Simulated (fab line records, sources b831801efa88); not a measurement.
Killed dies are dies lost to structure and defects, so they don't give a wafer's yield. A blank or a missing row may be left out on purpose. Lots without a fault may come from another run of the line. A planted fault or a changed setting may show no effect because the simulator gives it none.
Which tool did it? | flow gf180mcu | 6 lots, 18 wafers sampled, at 2 steps of a route of 602

WHAT THE GAUGES READ, wafer by wafer
GF_HV_LDD_RS_MEAS_53: measures by four-point-probe.
lot  | measured     | on            | HV_LDD_RS (ohm/sq)
L188 | day 15 06:18 | film_metro-03 | 417.3 417.3 417.4
L190 | day 15 23:31 | film_metro-03 | 419.7 420.4 418.8
L192 | day 16 09:40 | film_metro-04 | 421.0 421.2 420.9 421.1 420.0 420.1
L197 | day 18 05:46 | film_metro-03 | 418.5 418.6 418.6
L200 | day 19 03:05 | film_metro-04 | 418.6 418.5 418.3
L202 | day 19 20:34 | film_metro-04 | 417.9 418.8 419.7

WHICH TOOL RAN EACH LOT (tool, then ch and the chambers of the sampled wafers, then the start)
lot  | GF_HV_LDD_IMPLANT_36
L188 | implanter-03 ch 0, day 14 08:31
L190 | implanter-04 ch 0, day 15 01:34
L192 | implanter-04 ch 0, day 15 11:18
L197 | implanter-03 ch 0, day 17 06:37
L200 | implanter-03 ch 0, day 18 03:05
L202 | implanter-04 ch 0, day 18 19:44
- GF_HV_LDD_IMPLANT_36

THE ANSWER, worked out from the rows above alone
Rule: what is usual is taken from the lots themselves. Put in order of their means at a reading, lots are off if they are a third of the lots or fewer, leave a main group of 4 or more, and stand apart from it by a gap of 3 or more times the standard deviation of the main group's means; of several such gaps the widest counts. A main group whose means are all the same, to the digits that the tables above print for the reading, isn't used. A lot without any number at a reading at which 4 lots or more have one is off too. The other lots that the step has rows for count as sound.
No lot is off at any reading shown: from this, nothing can be told.

WHAT THE SIMULATOR HAD PUT IN
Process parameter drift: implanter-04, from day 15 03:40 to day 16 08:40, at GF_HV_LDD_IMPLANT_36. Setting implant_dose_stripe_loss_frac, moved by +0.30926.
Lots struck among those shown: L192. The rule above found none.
